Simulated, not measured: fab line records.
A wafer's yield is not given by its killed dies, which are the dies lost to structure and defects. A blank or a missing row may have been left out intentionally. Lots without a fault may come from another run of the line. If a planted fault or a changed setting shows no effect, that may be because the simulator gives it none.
Matching of chambers | flow gf180mcu | 3 sister chambers for GF_PASSIVATION_CVD_02 on pecvd-02
The step deposits Si3N4, target thk 700 nm, time 486.18 s. 16 wafers are shown with their chamber, then 8 later ones without.

WAFERS PAIRED WITH THEIR CHAMBERS
wafer  | chamber | heaterPowerW (W) | susceptorTempC (C)
L456.2 | 1       | 656              | 399.74
L456.3 | 2       | 727              | 399.93
L456.4 | 1       | 736              | 399.81
L457.2 | 1       | 676              | 400.13
L457.3 | 0       | 711              | 400.03
L457.6 | 0       | 741              | 399.50
L458.2 | 0       | 770              | 399.91
L458.4 | 1       | 637              | 399.73
L458.5 | 2       | 636              | 399.66
L459.1 | 0       | 757              | 399.61
L459.2 | 1       | 726              | 399.76
L459.6 | 2       | 755              | 399.93
L464.1 | 2       | 770              | 400.05
L464.3 | 0       | 769              | 399.67
L464.4 | 1       | 739              | 400.25
L470.2 | 2       | 665              | 399.90

SIGNATURES (averages over the wafers above)
reading        | chamber 0 | chamber 1 | chamber 2 | scatter within a chamber
heaterPowerW   | 749.60    | 695.00    | 710.60    | 44.4
susceptorTempC | 399.7440  | 399.9033  | 399.8940  | 0.202
Rule: distance of a wafer from a chamber = root of the sum over the readings of ((wafer's reading minus chamber's mean) / reading's scatter) squared. The wafer belongs to the nearest chamber; if the next one is less than 2 further off, it can't be placed. The scatter: the root of (the sum of the squares of (reading less its chamber's mean) over the shown wafers, divided by (wafers less chambers)).

WAFERS WHOSE CHAMBER IS MISSING
wafer  | heaterPowerW (W) | susceptorTempC (C)
L470.4 | 704              | 399.78
L470.6 | 771              | 399.97
L473.2 | 755              | 399.82
L473.3 | 689              | 400.04
L473.6 | 750              | 400.11
L475.2 | 667              | 400.24
L475.3 | 745              | 400.04
L475.5 | 732              | 399.96

THE CHAMBER EACH PASSED THROUGH
wafer  | from the rows above          | in truth
L470.4 | can't be placed: 2 or 1 or 0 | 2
L470.6 | can't be placed: 0 or 2 or 1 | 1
L473.2 | can't be placed: 0 or 2 or 1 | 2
L473.3 | can't be placed: 1 or 2 or 0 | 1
L473.6 | can't be placed: 2 or 1 or 0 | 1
L475.2 | can't be placed: 1 or 2 or 0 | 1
L475.3 | can't be placed: 2 or 1 or 0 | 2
L475.5 | can't be placed: 2 or 1 or 0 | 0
0 of 8 placed correctly. Unplaceable from these rows: 8, with the true chamber sitting among the candidates in 8. Placed wrongly: 0.
